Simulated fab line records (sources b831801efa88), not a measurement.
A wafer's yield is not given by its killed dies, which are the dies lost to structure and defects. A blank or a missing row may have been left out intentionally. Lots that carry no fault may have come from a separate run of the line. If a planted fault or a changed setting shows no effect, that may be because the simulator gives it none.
A single fault, viewed from 2 desks | flow gf180mcu | numbers are kept per desk, each desk with only its own; the story behind them comes last

THE TOOL OWNER'S DESK: rie diel-04
The tool's own readings at GF_V1_ETCH_17 (etches SiO2 in C4F8/O2/Ar, stops on TiN, target depth 630 nm): means of the sampled wafers that have a number, for each lot that ran on this tool. A lot is out of limits, marked OUT, if its mean lies more than 4 standard deviations from the usual mean; the brackets give that distance.
Columns: A = oes product au at GF_V1_ETCH_17, usual 0.856 a.u.
lot  | first seen here | A
L253 | day 18 09:00    | 0.857
L257 | day 19 13:00    | 0.861
L258 | day 19 22:00    | 0.856
L260 | day 20 23:00    | 0.857
L261 | day 21 09:00    | 0.855
L269 | day 24 04:00    | 0.855
This desk's verdict: no lot among the 6 shows anything out of limits.

THE METROLOGY DESK
Means of the sampled wafers that have a number, per lot and without regard to the tool the lot ran on: this is what the gauges read. A lot is out of limits, marked OUT, if its mean lies more than 4 standard deviations from the usual mean; the brackets give that distance.
Columns: A = TOP_METAL_ALCU_RS at GF_TOP_METAL_RS_MEAS_05, usual 0.0328 ohm/sq; B = PASSIVATION_BOW at GF_PASSIVATION_BOW_MEAS_14, usual 131 um
lot  | first seen here | A      | B
L253 | day 27 10:56    | 0.0325 | 128
L257 | day 28 09:51    | 0.0327 | 142
L258 | day 28 17:57    | 0.0326 | 136
L260 | day 29 14:46    | 0.0328 | 145
L261 | day 29 22:44    | 0.0332 | 129
L267 | day 31 16:24    | 0.0322 | 107
L268 | day 31 19:28    | 0.0331 | 130
L269 | day 32 05:18    | 0.0330 | 122
L270 | day 32 09:59    | 0.0325 | 129
L272 | day 32 15:42    | 0.0325 | 134
L273 | day 33 00:07    | 0.0326 | 126
L275 | day 33 10:38    | 0.0327 | 131
L276 | day 33 12:13    | 0.0330 | 148
This desk's verdict: no lot among the 13 shows anything out of limits.

ALL TOGETHER
Nothing out of limits was seen by the tool owner's desk.
The metrology desk saw nothing out of limits.

WHAT WAS PUT IN BY THE SIMULATOR
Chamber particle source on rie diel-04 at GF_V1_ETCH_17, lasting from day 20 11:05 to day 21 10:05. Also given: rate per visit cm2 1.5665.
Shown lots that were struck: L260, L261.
